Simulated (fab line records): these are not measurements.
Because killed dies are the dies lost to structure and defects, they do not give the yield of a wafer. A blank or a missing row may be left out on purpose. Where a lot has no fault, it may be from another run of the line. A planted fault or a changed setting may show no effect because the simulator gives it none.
fab line records | flow sky130
record lots=13 wafers=39 last-day=50
route steps=708 shown METAL1@435 PAD_OPEN@708
lots with no fault: from the same line, run without faults
start-h: the number of hours between the record's first day and the start of the first shown wafer of the lot | wait-h: hours since the lot's step before | " as in the row above | L1.1+2: one row covering several wafers at once | - value missing, or start not given | * or withheld: withheld | < > ~ a bound
route shown NAME@n: NAME is a module with steps in the file, n the number in the route of the first one | usual: mean/standard deviation of fault-free wafers | same: alike in all rows | chamber/n: place in a boat | sites: the reading at each site | _std_site: standard deviation across them | _edge_site: inner sites' mean taken away from outer sites' mean | radius-mm: for every site, how far away it sits from the centre of the wafer | mask NAME#n: copy n | behind: the last tool/chamber to shape the wafer | hold: cause of the lot's hold/its duration in hours/its outcome | device: the n, p or np transistor that did not switch | end of line: tests run on the same wafers once the route is complete | a step with no rows: only its recipe | killed: the dies lost at the first sort to structure and to defects; this is not the yield of the wafer | map: shows each die of a wafer: x if killed, . if not, _ if none is there
set.NAME: the run value of the setting; set.NAME@STEP: its run value at that earlier step | model.NAME: the simulator's own value behind a step, which no gauge read
a sample of lots followed through the steps of the route, with each step as a table and each wafer as a row
services: the hour from which a tool's chamber was out of use, counted from the record's first day as start-h (under 0 if before that day), plus the number of hours and why
## steps
# step SKY_METAL1_SPUTTER_01
# recipe material=TiN target-thk-nm=20 power-w=6500 time-s=16.7 chamber-pressure-pa=0.4
# usual chamber-pressure-pa=0.4000/0.00073 throttle-valve-pct=29.9/1.1
# same time-s=16.7
# columns lot.wafer tool chamber start-h wait-h chamber-pressure-pa throttle-valve-pct
L564.1 pvd-sputter-04 - 727.28 0.0 0.3982 29.1
L564.4 " - " " 0.4005 30.5
L564.5 " - " " 0.3998 31.0
L566.4 pvd-sputter-01 - 742.70 0.0 0.4002 29.8
L566.5 " - " " 0.4003 32.4
L566.6 " - " " 0.4002 31.1
L568.3 pvd-sputter-02 - 761.18 0.0 0.4005 29.9
L568.5 " - " " 0.4012 27.6
L568.6 " - " " 0.3993 29.8
L569.1 pvd-sputter-02 - 777.78 0.0 0.3997 27.6
L569.2 " - " " 0.3996 30.0
L569.5 " - " " 0.4005 29.9
L572.2 pvd-sputter-02 - 801.26 0.0 0.4003 29.8
L572.3 " - " " 0.3995 30.1
L572.6 " - " " 0.4002 27.6
L571.1 pvd-sputter-02 - 806.96 0.0 0.4008 29.6
L571.5 " - " " 0.4012 30.0
L571.6 " - " " 0.4010 29.3
L573.2 pvd-sputter-04 - 809.58 0.0 0.3998 29.0
L573.4 " - " " 0.4002 30.5
L573.6 " - " " 0.4001 30.0
L574.1 pvd-sputter-04 - 819.14 0.0 0.3999 29.1
L574.4 " - " " 0.3985 30.3
L574.6 " - " " 0.3988 30.2
L576.2 pvd-sputter-02 - 835.13 0.0 0.3990 29.6
L576.3 " - " " 0.4009 27.7
L576.5 " - " " 0.3999 29.9
L577.4 pvd-sputter-04 - 836.37 0.0 0.3998 30.6
L577.5 " - " " 0.4008 28.9
L577.6 " - " " 0.4009 30.7
L582.2 pvd-sputter-01 - 879.98 0.0 0.4015 31.0
L582.4 " - " " 0.4002 32.3
L582.5 " - " " 0.3994 32.5
L586.2 pvd-sputter-02 - 901.03 0.0 0.3998 29.8
L586.4 " - " " 0.4002 27.8
L586.6 " - " " 0.4008 27.7
L587.1 pvd-sputter-01 - 904.21 0.0 0.4014 31.2
L587.3 " - " " 0.3999 29.7
L587.6 " - " " 0.3995 30.3
# step SKY_METAL1_SPUTTER_04
# recipe material=TiN target-thk-nm=70 power-w=6500 time-s=58.3 chamber-pressure-pa=0.4
# usual chamber-pressure-pa=0.4001/0.00084 throttle-valve-pct=29.9/1.1
# same time-s=58.3
# columns lot.wafer tool chamber start-h wait-h chamber-pressure-pa throttle-valve-pct
L564.1 pvd-sputter-04 - 727.35 0.0 0.4007 29.1
L564.4 " - " " 0.3996 30.8
L564.5 " - " " 0.4001 30.9
L566.4 pvd-sputter-01 - 742.76 0.0 0.4011 29.6
L566.5 " - " " 0.4011 32.2
L566.6 " - " " 0.4016 31.1
L568.3 pvd-sputter-02 - 761.25 0.0 0.4012 29.8
L568.5 " - " " 0.3989 27.5
L568.6 " - " " 0.4002 29.7
L569.1 pvd-sputter-02 - 777.84 0.0 0.3999 27.9
L569.2 " - " " 0.4008 30.0
L569.5 " - " " 0.4002 29.9
L572.2 pvd-sputter-02 - 801.33 0.0 0.4011 29.8
L572.3 " - " " 0.4008 29.9
L572.6 " - " " 0.3998 27.7
L571.1 pvd-sputter-02 - 807.03 0.0 0.4016 29.5
L571.5 " - " " 0.4004 30.0
L571.6 " - " " 0.3994 29.7
L573.2 pvd-sputter-04 - 809.65 0.0 0.4003 29.5
L573.4 " - " " 0.3990 30.2
L573.6 " - " " 0.4008 29.8
L574.1 pvd-sputter-04 - 819.20 0.0 0.4018 29.4
L574.4 " - " " 0.4007 30.4
L574.6 " - " " 0.3990 30.0
L576.2 pvd-sputter-02 - 835.20 0.0 0.4003 29.6
L576.3 " - " " 0.3994 27.6
L576.5 " - " " 0.4006 30.3
L577.4 pvd-sputter-04 - 836.44 0.0 0.4000 29.9
L577.5 " - " " 0.3989 29.1
L577.6 " - " " 0.4000 30.7
L582.2 pvd-sputter-01 - 880.04 0.0 0.4004 31.4
L582.4 " - " " 0.3996 32.3
L582.5 " - " " 0.4011 32.3
L586.2 pvd-sputter-02 - 901.09 0.0 0.3995 29.3
L586.4 " - " " 0.4002 27.8
L586.6 " - " " 0.4001 28.0
L587.1 pvd-sputter-01 - 904.28 0.0 0.3996 31.2
L587.3 " - " " 0.3996 29.5
L587.6 " - " " 0.4003 30.4
# step SKY_METAL1_SOFTBAKE_11
# recipe temp-c=100 time-s=90 resist=KrF-thick
# usual exhaust-pa=45.0/0.99 heater-power-total-W=57.37/0.12 plate-temp-C=100.01/0.13
# same time-s=90
# columns lot.wafer tool chamber start-h wait-h exhaust-pa heater-power-total-W plate-temp-C
L564.1 litho-track-03 0 741 - 43.9 57.16 99.89
L564.4 " 0 " " 44.2 57.53 100.04
L564.5 " 0 " " 45.0 57.24 100.10
L566.4 litho-track-03 0 756 - 43.7 57.43 99.99
L566.5 " 0 " " 44.2 57.33 100.10
L566.6 " 0 " " 43.6 57.16 100.08
L568.3 litho-track-02 0 775 - 44.8 57.34 99.81
L568.5 " 0 " " 46.2 57.23 99.73
L568.6 " 0 " " 45.6 57.34 99.91
L569.1 litho-track-01 0 791 - 44.5 57.17 99.90
L569.2 " 0 " " 45.1 57.32 100.19
L569.5 " 0 " " 46.5 57.19 100.00
L572.2 litho-track-01 0 814 - 43.0 57.27 99.97
L572.3 " 0 " " 44.9 57.41 99.92
L572.6 " 0 " " 44.3 57.45 99.93
L571.1 litho-track-01 0 821 - 45.5 57.42 100.12
L571.5 " 0 " " 45.6 57.29 100.22
L571.6 " 0 " " 45.2 57.31 100.30
L573.2 litho-track-01 0 823 - 44.7 57.29 99.88
L573.4 " 0 " " 44.7 57.45 99.79
L573.6 " 0 " " 43.7 57.29 100.03
L574.1 litho-track-02 0 832 - 45.6 57.22 100.09
L574.4 " 0 " " 46.5 57.59 100.00
L574.6 " 0 " " 46.8 57.24 99.86
L576.2 litho-track-03 0 848 - 43.9 57.31 99.82
L576.3 " 0 " " 44.4 57.41 99.92
L576.5 " 0 " " 44.8 57.28 100.12
L577.4 litho-track-03 0 848 - 43.8 57.24 99.96
L577.5 " 0 849 - 45.2 57.34 99.90
L577.6 " 0 " " 44.4 57.51 100.04
L582.2 litho-track-01 0 892 - 45.4 61.14 104.57
L582.4 " 0 " " 46.4 60.99 104.47
L582.5 " 0 " " 45.8 61.01 104.61
L586.2 litho-track-01 0 914 - 44.3 60.86 104.78
L586.4 " 0 " " 45.6 61.23 104.67
L586.6 " 0 " " 46.1 60.97 104.61
L587.1 litho-track-02 0 917 - 44.1 57.52 100.30
L587.3 " 0 " " 44.2 57.38 100.42
L587.6 " 0 " " 44.1 57.20 100.21
# step SKY_METAL1_DESCUM_17
# recipe chemistry=O2 source-power-w=150 bias-power-w=0 pressure-mtorr=10 temp-c=40 time-s=8
# usual drypump-motor-current-A=5.7/0.43 oes-product-au=0.999/0.0083
# same time-s=8
# columns lot.wafer tool chamber start-h wait-h drypump-motor-current-A oes-product-au rf-hours-counter-h
L564.1 rie-metal-01 1 754.94 0.0 5.0 0.991 1
L564.4 " 1 " " 4.9 0.987 -
L564.5 " 1 " " 4.9 0.992 -
L566.4 rie-metal-01 1 770.29 0.0 4.9 0.997 -
L566.5 " 0 " " 5.8 1.000 -
L566.6 " 1 " " 4.9 0.987 -
L568.3 rie-metal-02 1 788.15 0.0 6.1 0.996 -
L568.5 " 1 " " 6.1 1.014 -
L568.6 " 0 " " 6.0 1.002 -
L569.1 rie-metal-02 1 804.61 0.0 6.1 1.010 8
L569.2 " 0 " " 6.0 0.998 14
L569.5 " 1 " " 6.1 1.014 -
L572.2 rie-metal-03 0 830.53 0.0 5.9 1.000 2
L572.3 " 1 " " 5.4 1.010 -
L572.6 " 1 " " 5.4 1.003 -
L571.1 rie-metal-02 1 834.33 0.0 6.1 0.992 9
L571.5 " 1 " " 6.1 1.003 -
L571.6 " 1 " " 6.2 1.007 -
L573.2 rie-metal-01 0 836.38 0.0 5.8 0.997 6
L573.4 " 0 " " 5.8 0.999 -
L573.6 " 1 " " 4.9 1.008 -
L574.1 rie-metal-02 1 845.06 0.0 6.1 1.015 10
L574.4 " 1 " " 6.2 1.012 -
L574.6 " 1 " " 6.1 1.014 -
L576.2 rie-metal-01 0 861.04 0.0 5.8 0.993 7
L576.3 " 1 " " 4.9 0.998 -
L576.5 " 1 " " 4.9 0.991 -
L577.4 rie-metal-02 0 862.21 0.0 6.0 0.981 -
L577.5 " 0 " " 6.0 0.988 -
L577.6 " 1 " " 6.2 1.001 -
L582.2 rie-metal-02 1 905.89 0.0 6.1 1.000 12
L582.4 " 1 " " 6.1 1.001 -
L582.5 " 1 " " 6.1 1.003 -
L586.2 rie-metal-02 0 927.03 0.0 6.0 0.988 4
L586.4 " 1 " " 6.1 0.999 -
L586.6 " 1 " " 6.2 0.998 -
L587.1 rie-metal-03 1 929.34 0.0 5.4 0.992 16
L587.3 " 1 " " 5.4 1.005 -
L587.6 " 1 " " 5.4 0.992 -
# step SKY_PAD_OPEN_PROBE_99
# usual killed_at_M0_to_M3=45/6.9 killed_at_M4_up=3.0/1.7 killed-at-contacts=25/5.6 killed-at-front-end=15/4.2 killed-at-other=0.3/0.55 killed-dies=89/9.6 killed-open=49/7.2 killed-short=39/6.5
# same gross-dies=492 killed-at-back-side=0
# columns lot.wafer tool chamber start-h wait-h killed_at_M0_to_M3 killed_at_M4_up killed-at-contacts killed-at-front-end killed-at-other killed-dies killed-open killed-short
L571.6 prober-01 - 1130.34 0.2 49 1 20 10 0 80 49 31
# killed by level:class
L571.6 VIA1:geometric-particle:open=18 VIA2:geometric-particle:open=8 VIA3:geometric-particle:open=7 LI_CONTACT:geometric-particle:open=6 LOCAL_INTERCONNECT:geometric-particle:short=6 METAL3:geometric-particle:short=5 FIELD_ISO:geometric-particle:open=4 POLY_GATE:geometric-particle:short=4
## services
# columns tool chamber start-h hours kind
pvd-sputter-01 - 715.49 3.8 repair
pvd-sputter-04 - 722.50 4.5 repair
rie-metal-03 0 732.71 - clean
rie-metal-03 0 732.71 24.3 scheduled-down
rie-metal-03 0 732.71 24.3 vent-cycle
pvd-sputter-04 - 762.24 0.6 repair
pvd-sputter-01 - 775.26 2.5 repair
pvd-sputter-01 - 798.59 0.5 repair
rie-metal-02 1 809.90 18.4 repair
rie-metal-02 0 828.52 - clean
rie-metal-02 0 828.52 28.3 scheduled-down
rie-metal-02 0 828.52 28.3 vent-cycle
rie-metal-03 - 855.99 0.7 repair
pvd-sputter-01 - 876.53 3.0 repair
rie-metal-02 1 889.01 14.1 repair
pvd-sputter-04 - 913.38 1.6 repair
pvd-sputter-01 - 929.35 4.1 repair
## key
first-sign step=SKY_METAL1_SOFTBAKE_11 reading=plate-temp-C direction=up sigmas=36 usual=* struck=*
effect step=SKY_METAL1_SOFTBAKE_11 reading=heater-power-total-W direction=up sigmas=32 usual=* struck=*
met-at SKY_METAL1_SOFTBAKE_11
struck-lots L582,L586
tester-left-out L582
loop-trim step=SKY_METAL1_EXPOSE_12 setting=dose lots=L586
not-acting-at SKY_METAL1_SPUTTER_01,SKY_METAL1_SPUTTER_04,SKY_METAL1_DESCUM_17
onset-between 823 892
earlier-fault kind=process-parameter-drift tool=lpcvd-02 chamber=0 onset-h=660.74 steps=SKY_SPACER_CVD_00 channel=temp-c offset=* shape=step end-h=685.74 acts-in=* stated=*
fault kind=process-parameter-drift tool=litho-track-01 chamber=- onset-h=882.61 steps=SKY_METAL1_SOFTBAKE_11 channel=temp-c offset=* shape=step end-h=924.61 acts-in=* stated=*
# tester-left-out: of these lots the tester's yield and bins aren't shown, on N5 and GAA mostly nor the transistor test; their killed dies are dies lost to structure and defects alone, not to doping, threshold or leakage, so they don't give the yield
# loop-trim: a control loop set the setting to another value than it would have without faults
